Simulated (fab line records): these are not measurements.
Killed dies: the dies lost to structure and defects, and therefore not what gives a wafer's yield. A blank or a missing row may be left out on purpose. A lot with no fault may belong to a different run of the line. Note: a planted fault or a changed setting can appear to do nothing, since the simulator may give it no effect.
The tool behind it: which one? :: flow gf180mcu :: Sampling: 12 lots, 36 wafers, 2 of 602 route steps

## WHAT EACH GAUGE READ, for each wafer
GF_SAB_OVL_MEAS_10.
lot: L075
measured: day 15 12:52
on: overlay-01
SAB_OVL (nm): 3.3 1.2 1.7

lot: L077
measured: day 15 22:23
on: overlay-01
SAB_OVL (nm): 1.2 1.2 -0.3

lot: L079
measured: day 16 19:44
on: overlay-01
SAB_OVL (nm): 1.0 0.1 2.4

lot: L081
measured: day 17 07:38
on: overlay-01
SAB_OVL (nm): -1.2 -0.2 -0.9

lot: L083
measured: day 18 15:30
on: overlay-02
SAB_OVL (nm): -1.3 -0.1 -0.5

lot: L085
measured: day 19 05:44
on: overlay-02
SAB_OVL (nm): -0.2 -0.4 -0.9

lot: L087
measured: day 19 21:15
on: overlay-02
SAB_OVL (nm): -0.3 -0.6 -0.1

lot: L089
measured: day 20 17:23
on: overlay-01
SAB_OVL (nm): 0.5 -0.9 0.6

lot: L090
measured: day 21 07:23
on: overlay-02
SAB_OVL (nm): -2.1 -0.3 -0.1

lot: L093
measured: day 22 01:52
on: overlay-02
SAB_OVL (nm): -1.9 -1.2 -2.4

lot: L095
measured: day 22 21:04
on: overlay-02
SAB_OVL (nm): -0.5 0.2 -1.5

lot: L097
measured: day 23 15:25
on: overlay-01
SAB_OVL (nm): 0.2 0.1 1.2

## EACH LOT AND THE TOOL THAT RAN IT (in order: tool; ch and the chambers of the sampled wafers; start)
lot: L075
GF_VT_IMPLANT_RTA_45: rtp_anneal-02 ch 0, day 7 19:37

lot: L077
GF_VT_IMPLANT_RTA_45: rtp_anneal-01 ch 0, day 8 06:05

lot: L079
GF_VT_IMPLANT_RTA_45: rtp_anneal-02 ch 0, day 8 21:05

lot: L081
GF_VT_IMPLANT_RTA_45: rtp_anneal-01 ch 0, day 9 10:47

lot: L083
GF_VT_IMPLANT_RTA_45: rtp_anneal-02 ch 0, day 10 05:39

lot: L085
GF_VT_IMPLANT_RTA_45: rtp_anneal-01 ch 0, day 10 20:24

lot: L087
GF_VT_IMPLANT_RTA_45: rtp_anneal-01 ch 0, day 11 07:06

lot: L089
GF_VT_IMPLANT_RTA_45: rtp_anneal-02 ch 0, day 11 19:49

lot: L090
GF_VT_IMPLANT_RTA_45: rtp_anneal-02 ch 0, day 12 10:03

lot: L093
GF_VT_IMPLANT_RTA_45: rtp_anneal-02 ch 0, day 12 20:19

lot: L095
GF_VT_IMPLANT_RTA_45: rtp_anneal-02 ch 0, day 13 12:16

lot: L097
GF_VT_IMPLANT_RTA_45: rtp_anneal-01 ch 0, day 14 05:14
- GF_VT_IMPLANT_RTA_45: time 30 s.

## THE ANSWER, worked out from the rows above alone
Rule: the usual values come from the lots themselves. The widest of any qualifying gaps counts: lots, ordered by their means at a reading, are off when they make up no more than a third of the lots, leave a main group of 4 or more, and stand apart from it by 3 or more times the standard deviation of that group's means. The tables above print the reading to a certain number of digits; a main group whose means all agree to those digits is not used. Also off: a lot with no number at a reading for which 4 or more lots have one. Any other lot the step has rows for is counted as sound.
No lot is off at any reading shown: from this, nothing can be told.

## WHAT THE SIMULATOR HAD INSERTED
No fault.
